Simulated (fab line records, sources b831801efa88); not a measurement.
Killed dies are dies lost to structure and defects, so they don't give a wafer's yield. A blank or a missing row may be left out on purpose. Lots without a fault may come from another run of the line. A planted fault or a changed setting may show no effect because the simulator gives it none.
Which tool did it? | flow sky130 | 12 lots, 36 wafers sampled, at 5 steps of a route of 708

WHAT THE GAUGES READ, wafer by wafer
SKY_NWELL_OVL_MEAS_23.
lot  | measured     | on         | NWELL_01_OVL (nm)
L459 | day 5 15:55  | overlay-02 | 0.6 -0.5 -2.9
L461 | day 5 22:56  | overlay-02 | -1.3 -1.9 -3.3
L463 | day 6 10:05  | overlay-02 | -1.7 -2.4 -0.2
L465 | day 7 15:37  | overlay-01 | 0.9 -0.5 -0.5
L466 | day 7 16:20  | overlay-01 | 0.3 1.2 -0.9
L469 | day 8 03:23  | overlay-02 | 1.0 1.1 -1.3
L470 | day 9 04:28  | overlay-01 | 1.3 2.0 0.8
L472 | day 9 05:25  | overlay-02 | 0.1 0.9 2.2
L473 | day 9 12:53  | overlay-02 | 2.8 0.6 1.1
L474 | day 9 15:20  | overlay-02 | 252.3 255.7 255.1
L477 | day 10 01:08 | overlay-02 | 256.3 255.9 255.5
L481 | day 11 04:43 | overlay-01 | 0.8 1.9 1.1

SKY_LI_CONTACT_THK_MEAS_01.
lot  | measured     | on            | LI_CONTACT_HDPCVD_THK (nm)
L459 | day 27 17:41 | film_metro-01 | 928 933 936
L461 | day 28 09:42 | film_metro-04 | 929 927 934
L463 | day 29 02:47 | film_metro-02 | 928 939 929
L465 | day 30 11:47 | film_metro-04 | 935 923 939
L466 | day 30 19:02 | film_metro-04 | 931 947 935
L469 | day 31 09:24 | film_metro-02 | 930 934 923
L470 | day 32 17:20 | film_metro-02 | 947 940 931
L472 | day 32 19:29 | film_metro-04 | 931 924 926
L473 | day 33 07:29 | film_metro-02 | 916 930 920
L474 | day 33 13:41 | film_metro-02 | 936 927 918
L477 | day 33 20:32 | film_metro-01 | 932 929 932
L481 | day 35 03:44 | film_metro-02 | 927 938 953

WHICH TOOL RAN EACH LOT (tool, then ch and the chambers of the sampled wafers, then the start)
lot  | SKY_NWELL_EXPOSE_20                 | SKY_NWELL_STRIP_25                   | SKY_VT_ADJUST_HVTP_STRIP_10
L459 | iline_stepper-01 ch 0, day 5 06:10  | plasma_asher-04 ch 0,1, day 5 16:06  | plasma_asher-04 ch 0,1, day 6 09:59
L461 | iline_stepper-01 ch 0, day 5 14:18  | plasma_asher-03 ch 0,1, day 5 23:09  | plasma_asher-01 ch 0,1, day 6 17:46
L463 | iline_stepper-01 ch 0, day 6 01:20  | plasma_asher-03 ch 0,1, day 6 10:16  | plasma_asher-04 ch 0,1, day 7 06:19
L465 | iline_stepper-01 ch 0, day 7 05:58  | plasma_asher-04 ch 0,1, day 7 15:49  | plasma_asher-04 ch 0,1, day 8 12:50
L466 | iline_stepper-01 ch 0, day 7 06:30  | plasma_asher-03 ch 0,1, day 7 16:31  | plasma_asher-01 ch 0,1, day 8 13:11
L469 | iline_stepper-01 ch 0, day 7 17:29  | plasma_asher-04 ch 0,1, day 8 03:36  | plasma_asher-01 ch 0,1, day 9 00:52
L470 | iline_stepper-02 ch 0, day 8 17:32  | plasma_asher-02 ch 0,1, day 9 04:40  | plasma_asher-01 ch 0,1, day 10 03:02
L472 | iline_stepper-01 ch 0, day 8 18:25  | plasma_asher-03 ch 0,1, day 9 05:36  | plasma_asher-04 ch 0,1, day 10 04:34
L473 | iline_stepper-01 ch 0, day 9 01:59  | plasma_asher-02 ch 0,1, day 9 13:04  | plasma_asher-03 ch 0,1, day 10 12:37
L474 | iline_stepper-01 ch 0, day 9 05:05  | plasma_asher-03 ch 0,1, day 9 15:31  | plasma_asher-01 ch 0,1, day 10 15:17
L477 | iline_stepper-01 ch 0, day 9 14:15  | plasma_asher-03 ch 0,1, day 10 01:19 | plasma_asher-01 ch 0,1, day 11 00:41
L481 | iline_stepper-02 ch 0, day 10 17:28 | plasma_asher-03 ch 0,1, day 11 04:55 | plasma_asher-03 ch 0,1, day 12 05:50
- SKY_NWELL_EXPOSE_20: exposes mask NWM COMPLEMENT, target cd 840 nm.
- SKY_NWELL_STRIP_25: strips in O2/N2.
- SKY_VT_ADJUST_HVTP_STRIP_10: strips in O2/N2.

WHAT THE TOOLS THEMSELVES READ (means of the sampled wafers that have a number; where no wafer has one, the mark that the record gives instead)
SKY_NWELL_STRIP_25.
lot  | tool            | chamber_pressure_mTorr (mTorr) | drypump_motor_current_A (A) | oes_product_au (a.u.) | strip_time_to_endpoint_s (s)
L459 | plasma_asher-04 | 1499.2                         | 5.6                         | 0.723                 | 36.81
L461 | plasma_asher-03 | 1501.1                         | 6.3                         | 0.723                 | 36.99
L463 | plasma_asher-03 | 1500.6                         | 6.3                         | 0.720                 | 36.86
L465 | plasma_asher-04 | 1500.1                         | 5.5                         | 0.727                 | 36.87
L466 | plasma_asher-03 | 1500.5                         | 6.3                         | 0.724                 | 36.95
L469 | plasma_asher-04 | 1501.0                         | 5.6                         | 0.721                 | 36.89
L470 | plasma_asher-02 | 1500.4                         | 5.7                         | 0.722                 | 37.03
L472 | plasma_asher-03 | 1499.4                         | 6.1                         | 0.717                 | 37.01
L473 | plasma_asher-02 | 1501.2                         | 5.7                         | 0.719                 | 36.85
L474 | plasma_asher-03 | 1500.7                         | 6.3                         | 0.723                 | 36.84
L477 | plasma_asher-03 | 1500.9                         | 6.1                         | 0.724                 | 37.12
L481 | plasma_asher-03 | 1500.5                         | 6.1                         | 0.726                 | 37.08

SKY_VT_ADJUST_HVTP_STRIP_10.
lot  | tool            | chamber_pressure_mTorr (mTorr) | drypump_motor_current_A (A) | oes_product_au (a.u.) | strip_time_to_endpoint_s (s)
L459 | plasma_asher-04 | 1500.5                         | 5.7                         | 0.716                 | 14.12
L461 | plasma_asher-01 | 1500.5                         | 6.1                         | 0.718                 | 14.26
L463 | plasma_asher-04 | 1500.6                         | 5.7                         | 0.719                 | 14.15
L465 | plasma_asher-04 | 1499.1                         | 5.4                         | 0.714                 | 14.12
L466 | plasma_asher-01 | 1498.7                         | 6.2                         | 0.716                 | 14.22
L469 | plasma_asher-01 | 1499.7                         | 6.1                         | 0.719                 | 14.18
L470 | plasma_asher-01 | 1499.1                         | 6.1                         | 0.718                 | 14.22
L472 | plasma_asher-04 | 1499.8                         | 5.5                         | 0.718                 | 14.19
L473 | plasma_asher-03 | 1501.1                         | 6.3                         | 0.714                 | 14.17
L474 | plasma_asher-01 | 1499.9                         | 6.2                         | 0.715                 | 14.20
L477 | plasma_asher-01 | 1500.2                         | 6.1                         | 0.717                 | 14.20
L481 | plasma_asher-03 | 1499.5                         | 6.1                         | 0.716                 | 14.18

THE ANSWER, worked out from the rows above alone
Rule: what is usual is taken from the lots themselves. Put in order of their means at a reading, lots are off if they are a third of the lots or fewer, leave a main group of 4 or more, and stand apart from it by a gap of 3 or more times the standard deviation of the main group's means; of several such gaps the widest counts. A main group whose means are all the same, to the digits that the tables above print for the reading, isn't used. A lot without any number at a reading at which 4 lots or more have one is off too. The other lots that the step has rows for count as sound. The gauges are gone through in route order, then the tools' own readings, and for those a lot's mean is taken as printed above. The first step at which some lot is off is used, and at that step the reading that is off furthest; a lot without a number counts as furthest.
Off: L474, L477, at SKY_NWELL_OVL_MEAS_23 (NWELL_01_OVL). The main group: mean 0.1 nm, standard deviation 1.2.
A tool fits if, at a process step before that reading, it ran every lot that is off, and no sound lot after the first of them. The gauges at SKY_NWELL_OVL_MEAS_23 are tried like those tools. Can't be told from this: 2 tools fit, iline_stepper-01 at SKY_NWELL_EXPOSE_20, overlay-02 at SKY_NWELL_OVL_MEAS_23.

WHAT THE SIMULATOR HAD PUT IN
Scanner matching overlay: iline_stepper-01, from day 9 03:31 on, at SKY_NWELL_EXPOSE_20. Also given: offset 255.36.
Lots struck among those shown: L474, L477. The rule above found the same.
